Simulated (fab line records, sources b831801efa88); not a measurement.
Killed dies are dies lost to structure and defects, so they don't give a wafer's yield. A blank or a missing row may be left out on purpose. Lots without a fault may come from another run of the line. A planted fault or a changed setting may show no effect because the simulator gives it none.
Which tool did it? | flow gf180mcu | 13 lots, 39 wafers sampled, at 5 steps of a route of 602

WHAT THE GAUGES READ, wafer by wafer
GF_HV_LDD_OVL_MEAS_20.
lot  | measured     | on         | HV_LDD_01_OVL (nm)
L403 | day 11 03:25 | overlay-02 | 0.5 2.3 1.2
L404 | day 11 09:07 | overlay-02 | 1.3 0.3 -0.1
L406 | day 11 21:46 | overlay-01 | 1.0 -0.9 -0.2
L408 | day 12 13:46 | overlay-01 | -1.5 -0.5 0.0
L410 | day 13 07:01 | overlay-02 | -0.5 0.9 -0.2
L411 | day 13 17:07 | overlay-02 | 2.3 -0.4 1.9
L412 | day 13 22:58 | overlay-01 | 2.7 1.1 2.0
L413 | day 14 07:35 | overlay-02 | 0.0 0.8 0.5
L416 | day 15 01:22 | overlay-01 | -0.5 -1.8 -1.5
L417 | day 15 14:10 | overlay-01 | 0.1 -0.8 -1.9
L418 | day 15 16:01 | overlay-01 | 0.5 -1.5 0.1
L419 | day 16 03:52 | overlay-01 | -0.2 -0.9 -1.4
L424 | day 17 20:16 | overlay-02 | 0.9 3.7 2.2

GF_CONTACT_THK_MEAS_26: measures by xrf.
lot  | measured     | on            | CONTACT_W_THK (nm)
L403 | day 16 12:05 | film_metro-02 | 313 316 313
L404 | day 16 21:38 | film_metro-03 | 310 317 314
L406 | day 17 13:20 | film_metro-03 | 316 312 307
L408 | day 18 06:35 | film_metro-03 | 314 310 315
L410 | day 19 05:17 | film_metro-03 | 307 310 307
L411 | day 19 17:26 | film_metro-02 | 310 308 308
L412 | day 19 23:02 | film_metro-02 | 312 311 316
L413 | day 20 07:19 | film_metro-03 | 307 307 310
L416 | day 21 04:48 | film_metro-02 | 314 310 316
L417 | day 21 19:23 | film_metro-02 | 311 310 309
L418 | day 21 21:26 | film_metro-02 | 312 314 315
L419 | day 22 08:08 | film_metro-03 | 311 311 310
L424 | day 24 01:43 | film_metro-03 | 311 311 313

WHICH TOOL RAN EACH LOT (tool, then ch and the chambers of the sampled wafers, then the start)
lot  | GF_MVPSD_COAT_02                  | GF_MVPSD_STRIP_10                    | GF_CONTACT_CVD_02
L403 | litho_track-02 ch 0, day 5 00:38  | plasma_asher-03 ch 0,1, day 5 08:35  | pecvd-04 ch 0,1,2, day 15 12:35
L404 | litho_track-04 ch 0, day 5 06:09  | plasma_asher-02 ch 0,1, day 5 14:17  | pecvd-04 ch 0,2, day 15 21:42
L406 | litho_track-03 ch 0, day 5 14:57  | plasma_asher-01 ch 0,1, day 5 22:08  | pecvd-04 ch 0,1,2, day 16 12:32
L408 | litho_track-03 ch 0, day 6 04:33  | plasma_asher-03 ch 0,1, day 6 12:26  | pecvd-03 ch 0,1,2, day 17 06:07
L410 | litho_track-03 ch 0, day 6 16:03  | plasma_asher-03 ch 1, day 7 00:47    | pecvd-03 ch 0,2, day 18 02:56
L411 | litho_track-03 ch 0, day 7 00:00  | plasma_asher-03 ch 0,1, day 7 07:56  | pecvd-04 ch 0,1,2, day 18 15:41
L412 | litho_track-02 ch 0, day 7 06:37  | plasma_asher-01 ch 0,1, day 7 14:59  | pecvd-02 ch 0,2, day 18 21:19
L413 | litho_track-03 ch 0, day 7 09:52  | plasma_asher-02 ch 0,1, day 7 18:40  | pecvd-03 ch 0,1,2, day 19 06:07
L416 | litho_track-03 ch 0, day 8 03:31  | plasma_asher-02 ch 0,1, day 8 12:44  | pecvd-02 ch 0,2, day 20 03:10
L417 | litho_track-03 ch 0, day 8 10:27  | plasma_asher-01 ch 0,1, day 8 18:29  | pecvd-02 ch 1,2, day 20 17:44
L418 | litho_track-04 ch 0, day 8 13:39  | plasma_asher-02 ch 0,1, day 8 22:29  | pecvd-02 ch 1,2, day 20 19:44
L419 | litho_track-03 ch 0, day 8 21:12  | plasma_asher-02 ch 0,1, day 9 06:50  | pecvd-03 ch 0,1,2, day 21 07:19
L424 | litho_track-04 ch 0, day 10 04:42 | plasma_asher-02 ch 0,1, day 10 14:25 | pecvd-02 ch 1,2, day 23 01:40
- GF_MVPSD_COAT_02: resist thk 3000 nm.
- GF_MVPSD_STRIP_10: strips in O2/N2.
- GF_CONTACT_CVD_02: deposits SiO2 from TEOS, target thk 860 nm, time 95.992 s.

WHAT THE TOOLS THEMSELVES READ (means of the sampled wafers that have a number; where no wafer has one, the mark that the record gives instead)
GF_MVPSD_STRIP_10.
lot  | tool            | drypump_motor_current_A (A) | heater_power_w (W) | oes_product_au (a.u.) | platen_temp_c (C) | strip_time_to_endpoint_s (s)
L403 | plasma_asher-03 | 6.4                         | 282                | 0.722                 | 249.88            | 36.85
L404 | plasma_asher-02 | 5.7                         | 325                | 0.723                 | 250.09            | 36.95
L406 | plasma_asher-01 | 5.2                         | 329                | 0.720                 | 249.92            | 37.03
L408 | plasma_asher-03 | 6.3                         | 289                | 0.721                 | 250.13            | 37.03
L410 | plasma_asher-03 | 6.5                         | 365                | 0.724                 | 250.21            | 36.94
L411 | plasma_asher-03 | 6.4                         | 328                | 0.723                 | 250.02            | 36.95
L412 | plasma_asher-01 | 5.3                         | 307                | 0.725                 | 250.04            | 36.89
L413 | plasma_asher-02 | 5.5                         | 372                | 0.724                 | 250.04            | 36.85
L416 | plasma_asher-02 | 5.7                         | 323                | 0.725                 | 249.98            | 37.03
L417 | plasma_asher-01 | 5.2                         | 326                | 0.721                 | 249.98            | 34.69
L418 | plasma_asher-02 | 5.6                         | 376                | 0.723                 | 249.99            | 36.87
L419 | plasma_asher-02 | 5.6                         | 366                | 0.717                 | 249.87            | 34.86
L424 | plasma_asher-02 | 5.5                         | 372                | 0.724                 | 250.00            | 37.00

GF_CONTACT_CVD_02.
lot  | tool     | heater_power_w (W) | rf_fwd_power_W (W)
L403 | pecvd-04 | 636                | 597.2
L404 | pecvd-04 | 637                | 597.8
L406 | pecvd-04 | 601                | 596.8
L408 | pecvd-03 | 584                | 597.2
L410 | pecvd-03 | 530                | 596.4
L411 | pecvd-04 | 575                | 596.2
L412 | pecvd-02 | 601                | 595.2
L413 | pecvd-03 | 542                | 595.9
L416 | pecvd-02 | 588                | 594.1
L417 | pecvd-02 | 659                | 594.4
L418 | pecvd-02 | 711                | 595.9
L419 | pecvd-03 | 631                | 597.2
L424 | pecvd-02 | 723                | 593.2

THE ANSWER, worked out from the rows above alone
Rule: what is usual is taken from the lots themselves. Put in order of their means at a reading, lots are off if they are a third of the lots or fewer, leave a main group of 4 or more, and stand apart from it by a gap of 3 or more times the standard deviation of the main group's means; of several such gaps the widest counts. A main group whose means are all the same, to the digits that the tables above print for the reading, isn't used. A lot without any number at a reading at which 4 lots or more have one is off too. The other lots that the step has rows for count as sound. The gauges are gone through in route order, then the tools' own readings, and for those a lot's mean is taken as printed above. The first step at which some lot is off is used, and at that step the reading that is off furthest; a lot without a number counts as furthest.
Off: L417, L419, at GF_MVPSD_STRIP_10 (strip_time_to_endpoint_s). The main group: mean 36.94 s, standard deviation 0.068.
A tool fits if, at that step or a process step before it, it ran every lot that is off, and no sound lot after the first of them. One fits: litho_track-03 at GF_MVPSD_COAT_02. Its last sound lot is L416 (day 8 03:31), its first lot that is off L417 (day 8 10:27): a fault that began between those two fits.

WHAT THE SIMULATOR HAD PUT IN
Process parameter drift: litho_track-03, from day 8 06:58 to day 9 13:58, at GF_MVPSD_COAT_02. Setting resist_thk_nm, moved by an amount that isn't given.
Lots struck among those shown: L417, L419. The rule above found the same.
